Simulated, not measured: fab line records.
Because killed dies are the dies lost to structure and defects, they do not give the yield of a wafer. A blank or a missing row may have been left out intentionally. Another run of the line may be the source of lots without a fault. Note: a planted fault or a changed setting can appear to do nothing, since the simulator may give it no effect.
Matching of chambers | flow sky130 | SKY_VIA3_ETCH_15 on rieDiel-03 has 4 sister chambers
The step etches SiO2 in C4F8/O2/Ar, stops on TiN, target depth 507 nm, time 78 s. 16 wafers are shown with their chamber, then 8 later ones without.

## WAFERS PAIRED WITH THEIR CHAMBERS
wafer  | chamber | chamberPressureMTorr (mTorr) | oesProductAu (a.u.)
L075.1 | 1       | 40.06                        | 0.942
L075.2 | 3       | 40.08                        | 0.948
L075.5 | 0       | 40.00                        | 0.955
L076.3 | 2       | 39.99                        | 0.948
L076.4 | 1       | 39.92                        | 0.947
L076.6 | 1       | 40.05                        | 0.952
L080.3 | 1       | 40.07                        | 0.946
L080.4 | 3       | 40.04                        | 0.939
L080.5 | 1       | 39.98                        | 0.954
L082.1 | 3       | 40.03                        | 0.940
L082.4 | 0       | 39.95                        | 0.942
L082.5 | 0       | 40.00                        | 0.945
L083.1 | 3       | 40.05                        | 0.947
L083.4 | 0       | 40.02                        | 0.936
L083.5 | 0       | 39.98                        | 0.945
L087.1 | 0       | 40.04                        | 0.953

SIGNATURES, as means of the wafers listed above
reading              | chamber 0 | chamber 1 | chamber 2 | chamber 3 | scatter within a chamber
chamberPressureMTorr | 39.9983   | 40.0160   | 39.9900   | 40.0500   | 0.0436
oesProductAu         | 0.94600   | 0.94820   | 0.94800   | 0.94350   | 0.00582
Rule: for each reading, subtract the chamber's mean from the wafer's reading, divide by that reading's scatter and square the result; add these up over the readings and take the root, which gives the wafer's distance from the chamber. If the next closest chamber is less than 2 further off than the closest, the wafer can't be placed; otherwise it belongs to the closest. The scatter: the root of (the sum of the squares of (reading less its chamber's mean) over the shown wafers, divided by (wafers less chambers)).

## WAFERS WHOSE CHAMBER IS MISSING
wafer  | chamberPressureMTorr (mTorr) | oesProductAu (a.u.)
L087.3 | 40.06                        | 0.948
L087.4 | 39.97                        | 0.946
L093.1 | 39.94                        | 0.951
L093.2 | 40.05                        | 0.953
L093.4 | 39.96                        | 0.944
L094.2 | 39.95                        | 0.947
L094.4 | 40.01                        | 0.932
L094.6 | 40.04                        | 0.949

## WHICH CHAMBER EACH WENT THROUGH
wafer  | from the rows above               | in truth
L087.3 | can't be placed: 3 or 1 or 0 or 2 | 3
L087.4 | can't be placed: 2 or 0 or 1 or 3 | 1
L093.1 | can't be placed: 2 or 0 or 1 or 3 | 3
L093.2 | can't be placed: 1 or 2 or 3 or 0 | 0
L093.4 | can't be placed: 0 or 2 or 1 or 3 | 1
L094.2 | can't be placed: 2 or 0 or 1 or 3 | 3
L094.4 | can't be placed: 3 or 0 or 1 or 2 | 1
L094.6 | can't be placed: 1 or 3 or 0 or 2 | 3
Correctly placed: 0 of 8. Not placeable from these rows: 8 (in 8, the candidates include the true chamber). 0 placed wrongly.
